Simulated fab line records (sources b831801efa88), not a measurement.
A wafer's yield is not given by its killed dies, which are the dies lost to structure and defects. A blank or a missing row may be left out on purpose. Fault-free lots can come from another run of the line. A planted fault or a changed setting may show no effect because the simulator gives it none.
Tool commonality check    flow gf180mcu    Lots sampled 13, wafers sampled 39

== WHY IT WAS OPENED ==
Flagged at GF_V2_CD_MEAS_14: reading cd_nm, on 2 of 13 lots. No-fault wafers: 259.8 nm, standard deviation 1.3.
Rule: a lot gets a flag if all its wafers with a number sit over 4 standard deviations from that mean, or if no wafer of it has a number. The other lots count as sound.

lot   measured      on         cd_nm (nm), wafer by wafer  flag
L538  day 20 13:32  cd_sem-01  260.2 259.4 260.0           
L540  day 21 07:18  cd_sem-02  263.0 262.1 264.2           
L541  day 21 20:37  cd_sem-02  260.3 260.1 260.0           
L542  day 22 06:30  cd_sem-02  260.0 261.1 261.8           
L544  day 22 21:30  cd_sem-01  259.0 258.0 258.9           
L547  day 24 00:01  cd_sem-01  268.3 267.8 268.3           FLAGGED
L548  day 24 09:38  cd_sem-02  269.6 268.4 268.9           FLAGGED
L555  day 26 17:42  cd_sem-01  259.7 259.1 258.6           
L556  day 26 18:39  cd_sem-01  259.5 258.4 258.7           
L557  day 27 04:18  cd_sem-02  259.6 260.3 260.1           
L558  day 27 08:40  cd_sem-02  260.9 260.7 261.0           
L560  day 27 19:20  cd_sem-02  257.5 257.1 258.0           
L559  day 27 22:44  cd_sem-02  259.0 257.8 258.6           
Average over the flagged lots: 268.6 nm; offset from the usual +8.8 nm, equal to +7 standard deviations.

== LOT BY LOT: THE TOOL USED ==
The record holds 1 process step before the reading, out of a route of 602 steps. Cell contents, in order: the tool; ch with the chambers the sampled wafers went through; the start.
lot   flag     GF_V2_SOFTBAKE_10
L538           litho_track-02 ch 0, day 20 01:00
L540           litho_track-04 ch 0, day 20 19:00
L541           litho_track-03 ch 0, day 21 08:00
L542           litho_track-04 ch 0, day 21 18:00
L544           litho_track-03 ch 0, day 22 10:00
L547  FLAGGED  litho_track-03 ch 0, day 23 13:00
L548  FLAGGED  litho_track-03 ch 0, day 23 22:00
L555           litho_track-02 ch 0, day 26 07:00
L556           litho_track-02 ch 0, day 26 08:00
L557           litho_track-04 ch 0, day 26 17:00
L558           litho_track-03 ch 0, day 26 22:00
L560           litho_track-02 ch 0, day 27 09:00
L559           litho_track-04 ch 0, day 27 12:00
What these steps do:
- GF_V2_SOFTBAKE_10: time 60 s.
- GF_V2_CD_MEAS_14: target cd 260 nm.

== FLAGGED AGAINST TOTAL, ONE TOOL AT A TIME (gauges that did the reading follow at the end) ==
step               tool            lots run  flagged  share of the flagged lots  sound lots run after its first flagged lot
GF_V2_SOFTBAKE_10  litho_track-02  4         0        none                       -
GF_V2_SOFTBAKE_10  litho_track-03  5         2        all                        1 (L558)
GF_V2_SOFTBAKE_10  litho_track-04  4         0        none                       -
GF_V2_CD_MEAS_14   cd_sem-01       5         1        some                       2 (L555,L556)
GF_V2_CD_MEAS_14   cd_sem-02       8         1        some                       4 (L557,L558,L560,L559)

== THE TABLE: WHAT IT ALLOWS ==
All flagged lots share 1 row of the table, namely litho_track-03 at GF_V2_SOFTBAKE_10.
- litho_track-03 at GF_V2_SOFTBAKE_10: 2 of its 5 lots flagged. After the first flagged lot (L558), sound lots still ran on it; a lasting fault on the whole tool would not permit that. Its own readings (heater_power_total_W, plate_temp_C) fall more than 4 standard deviations out on all wafers of the flagged lots.
Every row of the table either missed a flagged lot or ran a sound lot after the first.

== WHAT THE SIMULATOR HAD PUT IN ==
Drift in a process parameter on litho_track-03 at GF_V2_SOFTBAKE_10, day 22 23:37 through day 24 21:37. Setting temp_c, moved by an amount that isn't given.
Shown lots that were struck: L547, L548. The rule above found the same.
